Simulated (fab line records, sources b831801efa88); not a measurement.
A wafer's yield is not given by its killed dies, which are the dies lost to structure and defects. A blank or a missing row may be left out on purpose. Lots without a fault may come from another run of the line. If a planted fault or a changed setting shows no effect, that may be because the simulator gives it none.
What tool caused it? ; flow sky130 ; at 1 step of a route of 708, 12 lots with 36 wafers sampled

== WHAT EACH GAUGE READ, for each wafer ==
SKY_POLY_CUT_CD_MEAS_08 targets a cd of 270 nm.
lot;measured;on;cd-nm (nm)
L387;day 24 17:46;cd-sem-01;271.6 270.6 270.7
L391;day 25 17:50;cd-sem-01;268.4 268.3 267.4
L395;day 27 06:09;cd-sem-02;269.6 270.5 269.7
L397;day 27 21:43;cd-sem-02;272.9 271.4 271.4
L398;day 28 03:12;cd-sem-02;269.8 269.3 268.3
L400;day 28 23:04;cd-sem-02;266.2 266.8 267.2
L401;day 29 14:46;cd-sem-01;271.9 272.5 272.4
L402;day 29 15:04;cd-sem-01;269.3 269.8 270.4
L405;day 30 04:38;cd-sem-01;269.0 269.7 270.2
L407;day 30 23:51;cd-sem-02;267.8 268.7 268.2
L408;day 31 03:02;cd-sem-02;270.3 269.9 271.1
L410;day 31 19:55;cd-sem-02;270.4 270.8 271.2

== WHICH TOOL RAN EACH LOT (tool, then ch and the chambers of the sampled wafers, then the start) ==
The record shows no process step preceding these readings.

== WHAT THE TOOLS THEMSELVES READ (means of the sampled wafers that have a number; where no wafer has one, the mark that the record gives instead) ==
The record holds no such reading with a usual standard deviation.

== THE ANSWER, worked out from the rows above alone ==
Rule: what is usual is taken from the lots themselves. The widest of any qualifying gaps counts: lots, ordered by their means at a reading, are off when they make up no more than a third of the lots, leave a main group of 4 or more, and stand apart from it by 3 or more times the standard deviation of that group's means. Not used: any main group whose means are identical at the precision the tables above print for the reading. A lot without any number at a reading at which 4 lots or more have one is off too. Any other lot the step has rows for is counted as sound. Order of review: gauges by route order, followed by the tools' own readings, for which a lot's mean as printed above is used. The first step at which some lot is off is used, and at that step the reading that is off furthest; a lot without a number counts as furthest.
No lot is off on any of the readings shown, so nothing can be concluded from this.

== WHAT THE SIMULATOR HAD PUT IN ==
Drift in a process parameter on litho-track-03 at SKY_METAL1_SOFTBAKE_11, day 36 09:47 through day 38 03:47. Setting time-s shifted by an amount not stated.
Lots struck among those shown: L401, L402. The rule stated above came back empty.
